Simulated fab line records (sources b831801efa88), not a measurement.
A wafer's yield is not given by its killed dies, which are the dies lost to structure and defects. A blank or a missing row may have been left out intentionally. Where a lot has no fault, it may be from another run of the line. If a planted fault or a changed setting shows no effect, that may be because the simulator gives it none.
fab line records	flow sky130
record: lots: 11	wafers: 33	last-day: 49
route steps=708 shown LDD_N@254 SPACER@304 POLY_CUT@319 SD_P@328 PAD_OPEN@708
lots untouched by any fault: they come from a run of this same line in which no faults occurred
start-h: hours from the record's opening day to when the first of the lot's shown wafers began	wait-h: how many hours have passed since the lot's step before this one	" the same as in the row above	L1.1+2: one row covering several wafers at once	- no value, or no start given	* or withheld: withheld	< > ~ a bound
route shown NAME@n: NAME is a module with steps in the file, n the number in the route of the first one	usual: mean/standard deviation taken from wafers without a fault	same: alike in all rows	chamber/n: place in a boat	sites: each site's reading	_std_site: their standard deviation	_edge_site: the outer-site mean with the inner-site mean subtracted	radius-mm: for every site, how far away it sits from the centre of the wafer	mask NAME#n: copy n	behind: the tool/chamber that last shaped the wafer	hold: why the lot went on hold/how many hours it stayed there/how the hold came to an end	device: the transistor (n, p or np) that didn't switch	end of line: at the end of the route, the tests of the same wafers	a step with no rows: only its recipe	killed: the dies lost at the first sort to structure and to defects; this is not the yield of the wafer	map: dies across one wafer; x = killed, . = not, _ = none there
set.NAME: setting as actually run; set.NAME@STEP: the setting as run at that earlier step	model.NAME: the simulator's own value behind a step, which no gauge read
one table for each step of the route and one row for each wafer, over a sample of lots
services: from which hour (start-h, from the record's first day; less than 0 if before it) a tool's chamber was out of use, for how many hours, and why
== steps ==
step: SKY_LDD_N_TW_MEAS_17
usual: LDD_N_TW: 2604/15
lot.wafer	tool	chamber	start-h	wait-h	LDD_N_TW
L649.1	film-metro-01	-	426.05	0.1	2593
L649.5	"	-	"	"	2601
L649.6	"	-	"	"	2597
L648.2	film-metro-01	-	429.01	0.1	2593
L648.3	"	-	"	"	2591
L648.4	"	-	"	"	2590
L651.3	film-metro-01	-	429.20	0.1	2590
L651.5	"	-	"	"	2590
L651.6	"	-	"	"	2582
L652.1	film-metro-01	-	439.18	0.1	2624
L652.2	"	-	"	"	2614
L652.3	"	-	"	"	2618
L653.1	film-metro-01	-	450.56	0.1	2614
L653.3	"	-	"	"	2612
L653.6	"	-	"	"	2609
L655.1	film-metro-03	-	468.40	0.1	2620
L655.3	"	-	"	"	2625
L655.6	"	-	"	"	2612
L660.2	film-metro-03	-	512.11	0.1	2612
L660.3	"	-	"	"	2618
L660.6	"	-	"	"	2585
L661.2	film-metro-03	-	526.16	0.1	2607
L661.3	"	-	"	"	2606
L661.5	"	-	"	"	2596
L662.4	film-metro-03	-	532.83	0.1	2601
L662.5	"	-	"	"	2613
L662.6	"	-	"	"	2615
L663.1	film-metro-03	-	539.83	0.1	2609
L663.3	"	-	"	"	2610
L663.4	"	-	"	"	2616
L664.1	film-metro-03	-	543.75	0.1	2606
L664.2	"	-	"	"	2609
L664.5	"	-	"	"	2600
step: SKY_SPACER_CVD_00
recipe: material: Si3N4	precursor: DCS/NH3	target-thk-nm: 43.1	temp-c: 770	time-s: 740	pressure-mtorr: 250
usual: spike-tc-lower-C: 771.7/1.3	spike-tc-upper-C: 769.2/1.1
lot.wafer	tool	chamber	start-h	wait-h	spike-tc-lower-C	spike-tc-upper-C
L649.1	lpcvd-02	0	550.97	0.3	771.8	769.8
L649.5	"	0	"	"	773.4	770.7
L649.6	"	0	"	"	772.2	767.4
L648.2	lpcvd-02	1	553.23	0.9	770.2	770.8
L648.3	"	1	"	"	769.5	768.8
L648.4	"	1	"	"	769.8	769.7
L651.3	lpcvd-02	1	554.43	1.2	770.1	767.9
L651.5	"	1	"	"	768.2	768.4
L651.6	"	1	"	"	771.0	770.6
L652.1	lpcvd-02	1	563.82	0.0	770.6	769.2
L652.2	"	1	"	"	769.1	770.6
L652.3	"	1	"	"	770.2	769.0
L653.1	lpcvd-02	1	573.95	0.5	770.3	770.6
L653.3	"	1	"	"	770.0	770.0
L653.6	"	1	"	"	769.7	769.0
L655.1	lpcvd-02	1	590.47	0.0	770.8	768.9
L655.3	"	1	"	"	771.8	770.2
L655.6	"	1	"	"	768.8	770.1
L660.2	lpcvd-02	1	632.71	0.0	770.5	769.6
L660.3	"	1	"	"	772.0	770.4
L660.6	"	1	"	"	770.8	769.8
L661.2	lpcvd-02	0	645.99	0.7	773.1	770.7
L661.3	"	0	"	"	772.4	767.7
L661.5	"	0	"	"	772.6	768.9
L662.4	lpcvd-02	0	651.57	0.0	773.2	769.8
L662.5	"	0	"	"	772.8	767.8
L662.6	"	0	"	"	773.7	768.7
L663.1	lpcvd-02	0	658.12	0.0	773.9	768.1
L663.3	"	0	"	"	774.2	768.9
L663.4	"	0	"	"	772.0	768.9
L664.1	lpcvd-02	0	661.95	0.8	772.3	768.9
L664.2	"	0	"	"	772.8	767.7
L664.5	"	0	"	"	772.8	768.3
step: SKY_SPACER_THK_MEAS_01
recipe: reads: Si3N4_of_SPACER_CVD_00
usual: SPACER_CVD_00_THK: 43.0/0.41
lot.wafer	tool	chamber	start-h	wait-h	SPACER_CVD_00_THK[nm]
L649.1	film-metro-03	-	552.18	0.0	43.2
L649.5	"	-	"	"	43.4
L649.6	"	-	"	"	43.3
L648.2	film-metro-03	-	554.44	0.0	42.9
L648.3	"	-	"	"	43.3
L648.4	"	-	"	"	43.1
L651.3	film-metro-03	-	555.66	0.0	43.2
L651.5	"	-	"	"	43.2
L651.6	"	-	"	"	43.1
L652.1	film-metro-03	-	565.03	0.0	43.1
L652.2	"	-	"	"	42.8
L652.3	"	-	"	"	43.2
L653.1	film-metro-04	-	575.16	0.0	43.0
L653.3	"	-	"	"	43.6
L653.6	"	-	"	"	43.2
L655.1	film-metro-04	-	591.68	0.0	42.4
L655.3	"	-	"	"	42.5
L655.6	"	-	"	"	42.7
L660.2	film-metro-03	-	633.93	0.0	43.0
L660.3	"	-	"	"	42.8
L660.6	"	-	"	"	42.9
L661.2	film-metro-04	-	647.21	0.0	42.5
L661.3	"	-	"	"	42.5
L661.5	"	-	"	"	42.8
L662.4	film-metro-04	-	652.80	0.0	33.6
L662.5	"	-	"	"	33.5
L662.6	"	-	"	"	33.8
L663.1	film-metro-01	-	659.33	0.0	33.4
L663.3	"	-	"	"	33.3
L663.4	"	-	"	"	33.3
L664.1	film-metro-01	-	663.15	0.0	33.5
L664.2	"	-	"	"	33.7
L664.5	"	-	"	"	33.4
step: SKY_SPACER_ETCHBACK_02
recipe: chemistry: CH3F/O2	target: Si3N4	stop-on: SiO2	source-w: 400	bias-w: 80	pressure-mtorr: 25	ch3f-flow-sccm: 40	O2_flow_sccm: 30	time-s: 46.7	target-depth-a: 450
usual: drypump-motor-current-A: 5.9/0.5	oes-product-au: 0.854/0.0065	throttle-valve-pct: 10.562/0.0087
lot.wafer	tool	chamber	start-h	wait-h	drypump-motor-current-A	oes-product-au	rf-hours-counter-h	throttle-valve-pct
L649.1	rie-diel-03	0	552.24	0.1	6.4	0.846	30	10.571
L649.5	"	3	"	"	5.8	0.857	-	10.567
L649.6	"	0	"	"	6.4	0.855	-	10.561
L648.2	rie-diel-01	3	554.49	0.0	5.4	0.854	6	10.548
L648.3	"	1	"	"	5.6	0.858	0	10.563
L648.4	"	0	"	"	6.1	0.853	-	10.565
L651.3	rie-diel-02	3	555.70	0.0	5.9	0.855	24	10.573
L651.5	"	1	"	"	6.7	0.848	-	10.546
L651.6	"	2	"	"	6.2	0.848	-	10.558
L652.1	rie-diel-03	0	565.09	0.1	6.4	0.856	30	10.556
L652.2	"	2	"	"	5.7	0.859	63	10.572
L652.3	"	1	"	"	6.5	0.859	68	10.582
L653.1	rie-diel-03	0	575.22	0.1	6.4	0.845	31	10.573
L653.3	"	2	"	"	5.7	0.864	64	10.569
L653.6	"	1	"	"	6.5	0.856	-	10.554
L655.1	rie-diel-01	1	591.74	0.1	5.6	0.841	1	10.561
L655.3	"	3	"	"	5.4	0.853	7	10.551
L655.6	"	0	"	"	6.2	0.848	-	10.563
L660.2	rie-diel-01	2	633.98	0.0	5.0	0.857	11	10.560
L660.3	"	0	"	"	6.2	0.856	23	10.563
L660.6	"	3	"	"	5.4	0.857	-	10.554
L661.2	rie-diel-01	1	647.26	0.0	5.6	0.846	2	10.553
L661.3	"	0	"	"	6.2	0.843	23	10.578
L661.5	"	2	"	"	5.0	0.860	-	10.557
L662.4	rie-diel-02	3	652.83	0.0	5.9	0.747	25	10.551
L662.5	"	0	"	"	5.6	0.743	-	10.550
L662.6	"	1	"	"	6.7	0.754	-	10.557
L663.1	rie-diel-03	3	659.39	0.1	5.9	0.751	5	10.539
L663.3	"	1	"	"	6.5	0.737	0	10.550
L663.4	"	0	"	"	6.4	0.748	-	10.560
L664.1	rie-diel-01	1	663.21	0.1	5.6	0.747	3	10.548
L664.2	"	2	"	"	5.0	0.757	12	10.555
L664.5	"	3	"	"	5.4	0.745	-	10.533
step: SKY_POLY_CUT_STRIP_12
recipe: chemistry: O2/N2	power-w: 1400	pressure-mtorr: 1500	platen-temp-c: withheld	o2-flow-sccm: 3000	n2-flow-sccm: 300	overash-fraction: 0.5
usual: drypump-motor-current-A: 5.9/0.56	oes-product-au: 0.452/0.0049	strip-time-to-endpoint-s: 5.357/0.018
lot.wafer	tool	chamber	start-h	wait-h	drypump-motor-current-A	oes-product-au	rf-hours-counter-h	strip-time-to-endpoint-s
L649.1	plasma-asher-01	0	582.42	0.0	6.6	0.450	47	5.375
L649.5	"	0	"	"	6.6	0.448	-	5.330
L649.6	"	1	"	"	5.5	0.456	-	5.341
L648.2	plasma-asher-03	0	585.26	0.0	6.1	0.448	75	5.371
L648.3	"	1	"	"	5.1	0.459	-	5.365
L648.4	"	0	"	"	6.1	0.451	-	5.361
L651.3	plasma-asher-04	0	586.29	0.1	5.7	0.450	-	5.378
L651.5	"	1	"	"	6.1	0.453	-	5.369
L651.6	"	0	"	"	5.7	0.458	-	5.343
L652.1	plasma-asher-03	1	595.26	0.0	5.1	0.455	76	5.352
L652.2	"	0	"	"	6.1	0.449	76	5.338
L652.3	"	0	"	"	6.1	0.446	-	5.367
L653.1	plasma-asher-01	1	604.91	0.0	5.5	0.455	50	5.324
L653.3	"	1	"	"	5.5	0.451	-	5.341
L653.6	"	0	"	"	6.6	0.454	-	5.339
L655.1	plasma-asher-03	1	621.07	0.0	5.1	0.450	79	5.344
L655.3	"	1	"	"	5.1	0.452	-	5.364
L655.6	"	0	"	"	6.1	0.454	-	5.347
L660.2	plasma-asher-01	1	662.60	0.0	5.5	0.446	57	5.363
L660.3	"	1	"	"	5.5	0.447	-	5.355
L660.6	"	1	"	"	5.5	0.450	-	5.345
L661.2	plasma-asher-01	0	675.42	0.0	6.6	0.453	58	5.360
L661.3	"	0	"	"	6.6	0.451	-	5.347
L661.5	"	1	"	"	5.5	0.447	-	5.343
L662.4	plasma-asher-01	0	682.20	0.1	6.7	0.449	-	5.383
L662.5	"	0	"	"	6.6	0.446	-	5.390
L662.6	"	1	"	"	5.5	0.451	-	5.406
L663.1	plasma-asher-03	1	688.01	0.0	5.1	0.453	85	5.368
L663.3	"	0	"	"	6.1	0.453	-	5.366
L663.4	"	1	"	"	5.1	0.455	-	5.358
L664.1	plasma-asher-01	1	692.27	0.0	5.5	0.451	60	5.342
L664.2	"	0	"	"	6.6	0.453	60	5.324
L664.5	"	0	"	"	6.6	0.448	-	5.325
step: SKY_SD_P_OVL_MEAS_08
usual: SD_P_OVL: -1.3/1.4
lot.wafer	tool	chamber	start-h	wait-h	SD_P_OVL[nm]
L649.1	overlay-01	-	612.52	0.1	1.1
L649.5	"	-	"	"	0.4
L649.6	"	-	"	"	0.3
L648.2	overlay-02	-	614.31	0.1	-0.6
L648.3	"	-	"	"	-1.4
L648.4	"	-	"	"	-1.0
L651.3	overlay-02	-	615.56	0.1	-2.1
L651.5	"	-	"	"	-2.9
L651.6	"	-	"	"	-0.6
L652.1	overlay-02	-	623.44	0.1	-2.7
L652.2	"	-	"	"	0.4
L652.3	"	-	"	"	-1.9
L653.1	overlay-01	-	633.65	0.1	-1.1
L653.3	"	-	"	"	-1.3
L653.6	"	-	"	"	-1.8
L655.1	overlay-02	-	649.55	0.1	-1.0
L655.3	"	-	"	"	-1.1
L655.6	"	-	"	"	0.2
L660.2	overlay-02	-	691.80	0.1	-1.9
L660.3	"	-	"	"	-2.5
L660.6	"	-	"	"	-4.9
L661.2	overlay-02	-	703.47	0.1	-1.9
L661.3	"	-	"	"	-1.2
L661.5	"	-	"	"	-3.1
L662.4	overlay-02	-	710.43	0.1	-0.1
L662.5	"	-	"	"	0.8
L662.6	"	-	"	"	-1.8
L663.1	overlay-02	-	716.09	0.1	-0.7
L663.3	"	-	"	"	-2.1
L663.4	"	-	"	"	-0.1
L664.1	overlay-01	-	720.19	0.1	-0.5
L664.2	"	-	"	"	-1.9
L664.5	"	-	"	"	-1.1
step: SKY_PAD_OPEN_PROBE_99
usual: killed_at_M0_to_M3: 44/6.9	killed_at_M4_up: 3.3/2	killed-at-contacts: 25/5.4	killed-at-front-end: 16/4.6	killed-at-other: 0.2/0.51	killed-dies: 88/8.9	killed-open: 48/6.8	killed-short: 39/5.8
same: gross-dies: 492	killed-at-back-side: 0
lot.wafer	tool	chamber	start-h	wait-h	killed_at_M0_to_M3	killed_at_M4_up	killed-at-contacts	killed-at-front-end	killed-at-other	killed-dies	killed-open	killed-short
L649.1	prober-01	-	1094.46	0.1	35	1	30	14	0	80	45	35
L649.5	prober-01	-	1094.66	0.2	41	0	22	12	0	75	40	35
L649.6	prober-01	-	1094.71	0.2	39	3	28	17	0	87	50	37
L648.2	prober-02	-	1094.76	0.1	39	4	19	19	0	81	44	36
L648.3	prober-02	-	1094.81	0.2	39	4	24	10	0	77	46	31
L648.4	prober-02	-	1094.86	0.2	40	6	28	23	0	97	62	35
L651.3	prober-01	-	1096.06	0.2	34	3	27	18	0	82	37	45
L651.5	prober-01	-	1096.16	0.2	36	7	25	11	0	79	37	41
L651.6	prober-01	-	1096.21	0.2	46	3	25	21	0	95	50	45
L652.1	prober-02	-	1100.13	0.1	38	5	33	9	0	85	40	45
L652.2	prober-02	-	1100.18	0.1	33	1	37	17	1	89	56	33
L652.3	prober-02	-	1100.23	0.2	48	3	32	15	0	98	60	38
L653.1	prober-01	-	1113.57	0.1	43	4	23	25	1	96	62	33
L653.3	prober-01	-	1113.67	0.2	53	1	22	14	1	91	45	45
L653.6	prober-01	-	1113.82	0.2	42	5	20	21	0	88	54	34
L655.1	prober-01	-	1122.17	0.1	44	1	30	23	0	98	55	42
L655.3	prober-01	-	1122.27	0.2	34	3	21	10	0	68	33	33
L655.6	prober-01	-	1122.42	0.2	34	3	24	20	0	81	40	41
L660.2	prober-02	-	1146.26	0.1	41	5	27	18	0	91	52	38
L660.3	prober-02	-	1146.31	0.2	45	2	33	10	0	90	52	38
L660.6	prober-02	-	1146.46	0.2	37	4	25	14	0	80	44	36
L661.2	prober-01	-	1153.68	0.1	29	3	20	21	0	73	44	29
L661.3	prober-01	-	1153.73	0.2	51	2	23	10	0	86	56	30
L661.5	prober-01	-	1153.83	0.2	49	7	23	12	0	91	49	39
L662.4	prober-02	-	1159.53	0.2	39	5	20	13	0	77	43	34
L662.5	prober-02	-	1159.58	0.2	49	4	30	12	0	95	50	44
L662.6	prober-02	-	1159.63	0.2	51	4	23	10	0	88	49	39
L663.1	prober-01	-	1163.39	0.1	43	3	24	23	0	93	49	44
L663.3	prober-01	-	1163.49	0.2	46	3	20	22	1	92	44	48
L663.4	prober-01	-	1163.54	0.2	40	1	12	16	0	69	35	34
L664.1	prober-02	-	1169.40	0.1	40	2	26	9	1	78	41	37
L664.2	prober-02	-	1169.45	0.1	42	4	32	9	0	87	45	42
L664.5	prober-02	-	1169.60	0.2	49	3	24	10	0	86	49	37
killed by level:class
L649.1 CONTACT:geometric-particle:open=14 CONTACT:geometric-particle:short=7 METAL1:geometric-particle:short=7 VIA2:geometric-particle:open=7 LI_CONTACT:geometric-particle:open=6 METAL2:geometric-particle:short=5 POLY_GATE:geometric-particle:open=4 FIELD_ISO:geometric-particle:short=3
L649.5 CONTACT:geometric-particle:open=10 VIA1:geometric-particle:open=9 METAL2:geometric-particle:short=7 VIA2:geometric-particle:open=6 POLY_GATE:geometric-particle:short=4 CONTACT:geometric-particle:short=4 METAL1:geometric-particle:short=4 VIA1:geometric-particle:short=4
L649.6 CONTACT:geometric-particle:open=10 LI_CONTACT:geometric-particle:open=9 VIA1:geometric-particle:open=8 VIA2:geometric-particle:open=6 VIA3:geometric-particle:open=5 POLY_GATE:geometric-particle:short=4 METAL2:geometric-particle:short=4 VIA2:geometric-particle:short=4
L648.2 VIA1:geometric-particle:open=15 LI_CONTACT:geometric-particle:open=8 POLY_GATE:geometric-particle:short=6 SPACER:geometric-particle:open=5 VIA3:geometric-particle:open=5 CONTACT:geometric-particle:short=4 METAL2:geometric-particle:short=4 FIELD_ISO:geometric-particle:short=3
L648.3 VIA1:geometric-particle:open=10 LI_CONTACT:geometric-particle:open=8 CONTACT:geometric-particle:open=7 VIA2:geometric-particle:open=4 VIA1:geometric-particle:short=4 METAL2:geometric-particle:short=4 VIA3:geometric-particle:open=4 POLY_GATE:geometric-particle:open=3
L648.4 LI_CONTACT:geometric-particle:open=11 VIA1:geometric-particle:open=10 CONTACT:geometric-particle:open=8 FIELD_ISO:geometric-particle:open=7 FIELD_ISO:geometric-particle:short=7 VIA3:geometric-particle:open=7 VIA2:geometric-particle:open=6 VIA1:geometric-particle:short=5
L651.3 CONTACT:geometric-particle:short=9 CONTACT:geometric-particle:open=6 POLY_GATE:geometric-particle:short=5 POLY_GATE:geometric-particle:open=5 LOCAL_INTERCONNECT:geometric-particle:short=5 VIA1:geometric-particle:open=5 LI_CONTACT:geometric-particle:open=4 VIA1:geometric-particle:short=4
L651.5 LOCAL_INTERCONNECT:geometric-particle:short=8 CONTACT:geometric-particle:open=7 VIA1:geometric-particle:open=7 VIA2:geometric-particle:short=6 LI_CONTACT:geometric-particle:open=5 VIA2:geometric-particle:open=5 METAL2:geometric-particle:short=5 VIA3:geometric-particle:short=5
L651.6 VIA1:geometric-particle:open=10 CONTACT:geometric-particle:open=9 LOCAL_INTERCONNECT:geometric-particle:short=7 METAL1:geometric-particle:short=7 POLY_GATE:geometric-particle:open=6 LI_CONTACT:geometric-particle:open=6 VIA2:geometric-particle:open=6 FIELD_ISO:geometric-particle:open=5
L652.1 LI_CONTACT:geometric-particle:open=13 METAL1:geometric-particle:short=9 CONTACT:geometric-particle:open=7 CONTACT:geometric-particle:short=6 METAL2:geometric-particle:short=5 VIA1:geometric-particle:open=5 LOCAL_INTERCONNECT:geometric-particle:open=4 VIA1:geometric-particle:short=4
L652.2 CONTACT:geometric-particle:open=12 LI_CONTACT:geometric-particle:open=12 VIA1:geometric-particle:open=10 LI_CONTACT:geometric-particle:short=6 VIA1:geometric-particle:short=5 VIA3:geometric-particle:open=5 FIELD_ISO:geometric-particle:open=4 VIA2:geometric-particle:open=4
L652.3 CONTACT:geometric-particle:open=12 LI_CONTACT:geometric-particle:open=11 METAL1:geometric-particle:short=11 VIA1:geometric-particle:open=10 POLY_GATE:geometric-particle:short=5 POLY_GATE:geometric-particle:open=5 VIA3:geometric-particle:short=5 VIA3:geometric-particle:open=5
L653.1 CONTACT:geometric-particle:open=13 VIA3:geometric-particle:open=12 POLY_GATE:geometric-particle:short=8 VIA1:geometric-particle:open=8 VIA2:geometric-particle:open=7 LI_CONTACT:geometric-particle:open=5 METAL1:geometric-particle:short=5 FIELD_ISO:geometric-particle:open=4
L653.3 VIA2:geometric-particle:open=8 VIA3:geometric-particle:open=8 CONTACT:geometric-particle:open=7 VIA1:geometric-particle:open=7 METAL2:geometric-particle:short=7 LI_CONTACT:geometric-particle:short=6 METAL1:geometric-particle:short=6 LOCAL_INTERCONNECT:geometric-particle:short=4
L653.6 VIA1:geometric-particle:open=13 CONTACT:geometric-particle:open=8 VIA2:geometric-particle:open=8 METAL1:geometric-particle:short=7 VIA3:geometric-particle:open=7 POLY_GATE:geometric-particle:open=5 FIELD_ISO:geometric-particle:open=4 LI_CONTACT:geometric-particle:open=4
L655.1 LI_CONTACT:geometric-particle:open=10 CONTACT:geometric-particle:open=9 VIA1:geometric-particle:open=9 METAL1:geometric-particle:short=8 FIELD_ISO:geometric-particle:open=5 VIA3:geometric-particle:short=5 FIELD_ISO:geometric-particle:short=4 METAL2:geometric-particle:short=4
L655.3 VIA2:geometric-particle:open=8 LOCAL_INTERCONNECT:geometric-particle:short=6 METAL2:geometric-particle:short=6 VIA1:geometric-particle:open=5 LI_CONTACT:geometric-particle:open=5 CONTACT:geometric-particle:open=5 POLY_GATE:geometric-particle:short=4 FIELD_ISO:geometric-particle:open=3
L655.6 CONTACT:geometric-particle:open=8 METAL1:geometric-particle:short=7 VIA3:geometric-particle:open=7 FIELD_ISO:geometric-particle:short=6 CONTACT:geometric-particle:short=6 VIA2:geometric-particle:open=5 LI_CONTACT:geometric-particle:open=4 VIA1:geometric-particle:short=4
L660.2 LI_CONTACT:geometric-particle:open=9 VIA3:geometric-particle:open=7 VIA2:geometric-particle:open=7 VIA1:geometric-particle:open=7 POLY_GATE:geometric-particle:open=6 CONTACT:geometric-particle:open=6 VIA1:geometric-particle:short=5 FIELD_ISO:geometric-particle:short=4
L660.3 CONTACT:geometric-particle:open=12 VIA2:geometric-particle:open=9 VIA3:geometric-particle:open=8 CONTACT:geometric-particle:short=7 VIA3:geometric-particle:short=7 LI_CONTACT:geometric-particle:open=6 METAL1:geometric-particle:short=6 VIA1:geometric-particle:open=5
L660.6 CONTACT:geometric-particle:open=9 VIA1:geometric-particle:open=7 METAL1:geometric-particle:short=6 VIA2:geometric-particle:open=5 METAL2:geometric-particle:short=5 VIA3:geometric-particle:open=4 LI_CONTACT:geometric-particle:open=4 CONTACT:geometric-particle:short=4
L661.2 LI_CONTACT:geometric-particle:open=9 VIA1:geometric-particle:open=9 CONTACT:geometric-particle:open=9 POLY_GATE:geometric-particle:short=8 FIELD_ISO:geometric-particle:short=5 METAL1:geometric-particle:short=5 VIA2:geometric-particle:open=5 POLY_GATE:geometric-particle:open=4
L661.3 VIA1:geometric-particle:open=11 METAL1:geometric-particle:short=9 VIA2:geometric-particle:open=9 LI_CONTACT:geometric-particle:open=8 CONTACT:geometric-particle:open=8 VIA1:geometric-particle:short=7 FIELD_ISO:geometric-particle:open=4 CONTACT:geometric-particle:short=4
L661.5 VIA1:geometric-particle:open=16 LI_CONTACT:geometric-particle:open=8 POLY_GATE:geometric-particle:short=7 VIA3:geometric-particle:open=7 VIA2:geometric-particle:open=6 LOCAL_INTERCONNECT:geometric-particle:short=5 VIA1:geometric-particle:short=5 METAL3:geometric-particle:short=5
L662.4 VIA1:geometric-particle:open=10 CONTACT:geometric-particle:open=9 VIA2:geometric-particle:open=7 CONTACT:geometric-particle:short=5 METAL2:geometric-particle:short=5 FIELD_ISO:geometric-particle:short=4 LI_CONTACT:geometric-particle:open=4 METAL1:geometric-particle:short=4
L662.5 CONTACT:geometric-particle:open=13 VIA3:geometric-particle:open=9 VIA1:geometric-particle:open=8 METAL2:geometric-particle:short=8 VIA2:geometric-particle:open=8 LI_CONTACT:geometric-particle:open=7 FIELD_ISO:geometric-particle:short=5 CONTACT:geometric-particle:short=5
L662.6 VIA1:geometric-particle:open=13 VIA2:geometric-particle:open=10 CONTACT:geometric-particle:open=9 METAL1:geometric-particle:short=7 VIA3:geometric-particle:open=6 POLY_GATE:geometric-particle:open=5 LOCAL_INTERCONNECT:geometric-particle:short=5 CONTACT:geometric-particle:short=5
L663.1 VIA1:geometric-particle:open=12 POLY_GATE:geometric-particle:short=10 VIA3:geometric-particle:open=8 CONTACT:geometric-particle:open=7 VIA2:geometric-particle:open=7 LI_CONTACT:geometric-particle:open=6 FIELD_ISO:geometric-particle:open=5 LI_CONTACT:geometric-particle:short=5
L663.3 VIA1:geometric-particle:open=11 POLY_GATE:geometric-particle:short=10 VIA2:geometric-particle:open=10 CONTACT:geometric-particle:short=6 CONTACT:geometric-particle:open=5 METAL2:geometric-particle:short=5 LOCAL_INTERCONNECT:geometric-particle:short=4 VIA2:geometric-particle:short=4
L663.4 VIA1:geometric-particle:open=11 METAL2:geometric-particle:short=6 FIELD_ISO:geometric-particle:short=5 CONTACT:geometric-particle:open=5 METAL1:geometric-particle:short=5 FIELD_ISO:geometric-particle:open=4 LI_CONTACT:geometric-particle:open=4 VIA1:geometric-particle:short=4
L664.1 VIA1:geometric-particle:open=12 METAL2:geometric-particle:short=10 CONTACT:geometric-particle:open=10 LI_CONTACT:geometric-particle:open=7 CONTACT:geometric-particle:short=5 LOCAL_INTERCONNECT:geometric-particle:short=4 METAL1:geometric-particle:short=3 VIA2:geometric-particle:open=3
L664.2 CONTACT:geometric-particle:open=13 VIA1:geometric-particle:open=9 CONTACT:geometric-particle:short=8 VIA2:geometric-particle:open=7 VIA3:geometric-particle:open=7 VIA2:geometric-particle:short=6 LOCAL_INTERCONNECT:geometric-particle:short=5 LI_CONTACT:geometric-particle:open=4
L664.5 VIA1:geometric-particle:open=10 LI_CONTACT:geometric-particle:open=7 CONTACT:geometric-particle:open=7 VIA1:geometric-particle:short=7 VIA2:geometric-particle:open=7 VIA3:geometric-particle:short=6 VIA3:geometric-particle:open=6 FIELD_ISO:geometric-particle:open=5
== services ==
tool	chamber	start-h	hours	kind
rie-diel-01	1	534.03	-	clean
rie-diel-01	1	534.03	16.7	scheduled-down
rie-diel-01	1	534.03	16.7	vent-cycle
plasma-asher-03	-	542.06	0.7	repair
rie-diel-03	1	550.03	5.7	repair
rie-diel-01	2	553.64	15.2	repair
plasma-asher-03	-	586.73	3.1	repair
lpcvd-02	-	616.72	0.8	repair
rie-diel-02	-	620.15	0.3	repair
rie-diel-03	0	622.67	2.3	repair
rie-diel-02	2	624.10	4.5	repair
plasma-asher-03	-	629.14	1.8	repair
rie-diel-03	1	629.96	9.0	repair
rie-diel-03	1	639.00	-	clean
rie-diel-03	1	639.00	16.7	scheduled-down
rie-diel-03	1	639.00	16.7	vent-cycle
plasma-asher-03	-	654.65	7.1	repair
rie-diel-03	2	655.71	-	clean
rie-diel-03	2	655.71	26.6	scheduled-down
rie-diel-03	2	655.71	26.6	vent-cycle
rie-diel-02	0	668.96	-	clean
rie-diel-02	0	668.96	17.5	scheduled-down
plasma-asher-04	-	685.78	0.7	repair
rie-diel-01	3	686.73	1.7	repair
== key ==
first-sign: step: SKY_SPACER_THK_MEAS_01	reading: SPACER_CVD_00_THK	direction: down	sigmas: 23	usual: 43.0	struck: 33.5
effect: step: SKY_SPACER_ETCHBACK_02	reading: oes-product-au	direction: down	sigmas: 16	usual: 0.854	struck: 0.748
met-at SKY_SPACER_CVD_00
struck-lots L662,L663,L664
struck-wafers L662.4,L662.5,L662.6,L663.1,L663.3,L663.4,L664.1,L664.2,L664.5
tester-left-out L662,L663,L664
not-acting-at SKY_LDD_N_TW_MEAS_17,SKY_POLY_CUT_STRIP_12,SKY_SD_P_OVL_MEAS_08
onset-between 645.99 651.57
also-fits time
fault: kind: process-parameter-drift	tool: lpcvd-02	chamber: 0	onset-h: 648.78	steps: SKY_SPACER_CVD_00	channel: target-thk-nm	offset: -9.0625	shape: step	end-h: 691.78	acts-in: these-recipes-only	stated: 43.1
tester-left-out: of these lots the tester's yield and bins aren't shown, on N5 and GAA mostly nor the transistor test; their killed dies are dies lost to structure and defects alone, not to doping, threshold or leakage, so they don't give the yield
